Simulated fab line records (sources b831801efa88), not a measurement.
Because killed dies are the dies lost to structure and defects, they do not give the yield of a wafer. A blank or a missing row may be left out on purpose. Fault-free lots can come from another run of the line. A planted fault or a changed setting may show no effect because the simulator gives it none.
Problem report in the 8D (eight disciplines) form, filled by code    flow gf180mcu    the parts of the form that need people (team, actions taken, sign-off) are left out

1. WHAT WENT WRONG
Wafers without a fault read 23.03 C, standard deviation 0.11; developer-temp-C at GF_PASSIVATION_DEVELOP_10 reads a mean of 22.20 C on 6 wafers belonging to 2 lots. Measured from the usual mean, that is -7.5 standard deviations.
The step: develop time 60 s.
First observed at day 31 14:00: wafer L862.1, on litho-track-04. Wafers with a number at this step in the record: 39, from 13 lots. Rule for "out" (also "out of limits"): further than 4 standard deviations from the usual mean. All remaining wafers that have a number are taken as sound.

2. WHAT IT IS AND WHAT IT IS NOT
question                     is                      is not
which readings at this step  developer-temp-C        -
which lots                   L862, L865              L853, L854, L855, L856, L864, L866, L867, L868, L869, L870, L874
which wafers of those lots   all that have a number  -
read on which tools          litho-track-04          litho-track-01, litho-track-03
when                         from day 31 14:00       up to then (12 sound wafers); but 21 sound wafers of L864, L866, L867, L868, L869, L870, L874 came after

3. THE SUSPECTS, EACH WITH WHAT RULES IT OUT
Counting: a tool at any process step up to the reading remains a suspect when it ran all the lots that are out and ran no sound lot after the first of those.
- litho-track-04 at GF_PASSIVATION_DEVELOP_10 (develop time 60 s): kept. Every lot that is out went through it, starting with L862 (day 31 14:00), and after that it ran no sound lot; the last sound lot it ran before then is L853 (day 28 23:00). Its own readings are out on those wafers: developer-temp-C.
Remaining after the count: litho-track-04 at GF_PASSIVATION_DEVELOP_10.

4. THE CAUSE (what the simulator had put in)
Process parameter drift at GF_PASSIVATION_DEVELOP_10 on litho-track-04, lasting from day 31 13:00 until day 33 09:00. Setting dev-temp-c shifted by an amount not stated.
Counting left only this tool.

5. THE CHAIN OF EFFECTS, in route order
Each row: a reading whose mean over the struck wafers that have a number lies more than 3 standard deviations from the usual. Only readings for which the record gives a usual standard deviation are gone through. hours: the time from each lot's start at the first step in this table that gives one to its start at this step, as a median over the lots. sigmas: the change in usual standard deviations.
hours  step                       reading           usual    on struck wafers  change  sigmas
0      GF_PASSIVATION_DEVELOP_10  developer-temp-C  23.03 C  22.20             -0.83   -7.5
Here are the process steps it includes:
- GF_PASSIVATION_DEVELOP_10: develop time 60 s.

6. HOW IT WOULD HAVE BEEN CAUGHT EARLIER
In this record the first reading out of limits was taken at day 31 14:00, 1 hour after the fault began at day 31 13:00.
